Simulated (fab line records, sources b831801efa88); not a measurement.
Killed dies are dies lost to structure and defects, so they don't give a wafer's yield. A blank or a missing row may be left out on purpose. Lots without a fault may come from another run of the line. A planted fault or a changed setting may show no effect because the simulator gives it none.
One fault seen from 2 desks | flow sky130 | each desk has only its own numbers; what lay behind them comes last

THE TOOL OWNER'S DESK: pvd_sputter-03
The tool's own readings at SKY_METAL1_SPUTTER_02 (material AlCu, target thk 250 nm, time 13.3 s): means of the sampled wafers that have a number, for each lot that ran on this tool. A lot is out of limits, marked OUT, if its mean lies more than 4 standard deviations from the usual mean; the brackets give that distance.
Columns: A = throttle_valve_pct at SKY_METAL1_SPUTTER_02, usual 30.4 %
lot  | first seen here | A
L386 | day 32 20:16    | 31.1
L387 | day 33 08:50    | 29.9
L389 | day 33 19:06    | 32.5
L391 | day 34 07:11    | 31.3
L393 | day 34 22:17    | 31.8
L406 | day 38 17:56    | 32.6
This desk's finding: nothing out of limits on any of the 6 lots.

THE METROLOGY DESK
What the gauges read, lot by lot, whatever tool the lot ran on: means of the sampled wafers that have a number. A lot is out of limits, marked OUT, if its mean lies more than 4 standard deviations from the usual mean; the brackets give that distance.
Columns: A = VIA4_OVL at SKY_VIA4_OVL_MEAS_11, usual 0.6 nm
lot  | first seen here | A
L386 | day 43 17:04    | 0.9
L385 | day 43 19:25    | 0.1
L387 | day 44 05:28    | 0.1
L389 | day 44 12:07    | 0.2
L390 | day 44 18:25    | 0.6
L391 | day 45 01:09    | 1.0
L393 | day 45 12:36    | 1.6
L399 | day 47 01:39    | -0.4
L401 | day 47 09:43    | 1.6
L402 | day 47 14:00    | -0.3
L403 | day 47 20:18    | 3.2
L404 | day 48 01:18    | -0.1
L406 | day 48 14:13    | 0.9
This desk's finding: nothing out of limits on any of the 13 lots.

PUT TOGETHER
The tool owner's desk saw nothing out of limits.
The metrology desk saw nothing out of limits.

WHAT THE SIMULATOR HAD PUT IN
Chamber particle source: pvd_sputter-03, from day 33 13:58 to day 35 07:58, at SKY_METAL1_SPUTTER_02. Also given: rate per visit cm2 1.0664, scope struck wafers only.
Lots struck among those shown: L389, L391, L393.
